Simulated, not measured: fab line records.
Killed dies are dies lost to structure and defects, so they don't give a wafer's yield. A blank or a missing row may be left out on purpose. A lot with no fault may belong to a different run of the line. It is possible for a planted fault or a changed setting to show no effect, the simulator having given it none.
Matching of chambers / flow sky130 / pecvd-03 running SKY_CONTACT_CVD_00: 3 sister chambers
The step deposits Si3N4, target thk 75 nm. 14 wafers are shown with their chamber, then 7 later ones without.

EACH WAFER AND ITS CHAMBER
wafer=L748.4; chamber=0; heater power w (W)=719; rf fwd power W (W)=441.0
wafer=L748.5; chamber=1; heater power w (W)=651; rf fwd power W (W)=447.7
wafer=L748.6; chamber=2; heater power w (W)=642; rf fwd power W (W)=441.1
wafer=L750.1; chamber=2; heater power w (W)=630; rf fwd power W (W)=444.1
wafer=L750.5; chamber=1; heater power w (W)=694; rf fwd power W (W)=447.0
wafer=L750.6; chamber=2; heater power w (W)=645; rf fwd power W (W)=444.0
wafer=L753.2; chamber=1; heater power w (W)=690; rf fwd power W (W)=446.7
wafer=L753.4; chamber=0; heater power w (W)=869; rf fwd power W (W)=440.8
wafer=L753.5; chamber=2; heater power w (W)=606; rf fwd power W (W)=441.7
wafer=L756.3; chamber=0; heater power w (W)=857; rf fwd power W (W)=438.2
wafer=L756.4; chamber=0; heater power w (W)=881; rf fwd power W (W)=436.7
wafer=L756.6; chamber=1; heater power w (W)=603; rf fwd power W (W)=442.7
wafer=L757.1; chamber=1; heater power w (W)=613; rf fwd power W (W)=446.9
wafer=L757.2; chamber=0; heater power w (W)=866; rf fwd power W (W)=439.8

SIGNATURES (means of the wafers above)
reading=heater power w; chamber 0=838.40; chamber 1=650.20; chamber 2=630.75; scatter within a chamber=48.8
reading=rf fwd power W; chamber 0=439.300; chamber 1=446.200; chamber 2=442.725; scatter within a chamber=1.82
Rule: distance of a wafer from a chamber = root of the sum over the readings of ((wafer's reading minus chamber's mean) / reading's scatter) squared. If the next closest chamber is less than 2 further off than the closest, the wafer can't be placed; otherwise it belongs to the closest. The scatter: the root of (the sum of the squares of (reading less its chamber's mean) over the shown wafers, divided by (wafers less chambers)).

WAFERS WITH NO CHAMBER GIVEN
wafer=L757.3; heater power w (W)=610; rf fwd power W (W)=443.5
wafer=L762.1; heater power w (W)=691; rf fwd power W (W)=444.5
wafer=L762.5; heater power w (W)=671; rf fwd power W (W)=439.8
wafer=L762.6; heater power w (W)=844; rf fwd power W (W)=439.5
wafer=L763.2; heater power w (W)=682; rf fwd power W (W)=441.9
wafer=L763.4; heater power w (W)=772; rf fwd power W (W)=441.3
wafer=L763.6; heater power w (W)=689; rf fwd power W (W)=443.2

THE CHAMBER EACH PASSED THROUGH
wafer=L757.3; from the rows above=can't be placed: 2 or 1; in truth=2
wafer=L762.1; from the rows above=can't be placed: 1 or 2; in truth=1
wafer=L762.5; from the rows above=can't be placed: 2 or 0 or 1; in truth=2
wafer=L762.6; from the rows above=0; in truth=0
wafer=L763.2; from the rows above=can't be placed: 2 or 1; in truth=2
wafer=L763.4; from the rows above=can't be placed: 0 or 2 or 1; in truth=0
wafer=L763.6; from the rows above=can't be placed: 2 or 1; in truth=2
Placed correctly: 1 of 7. From these rows, 6 cannot be placed; in 6 the true chamber is one of the candidates. Placed wrongly: 0.
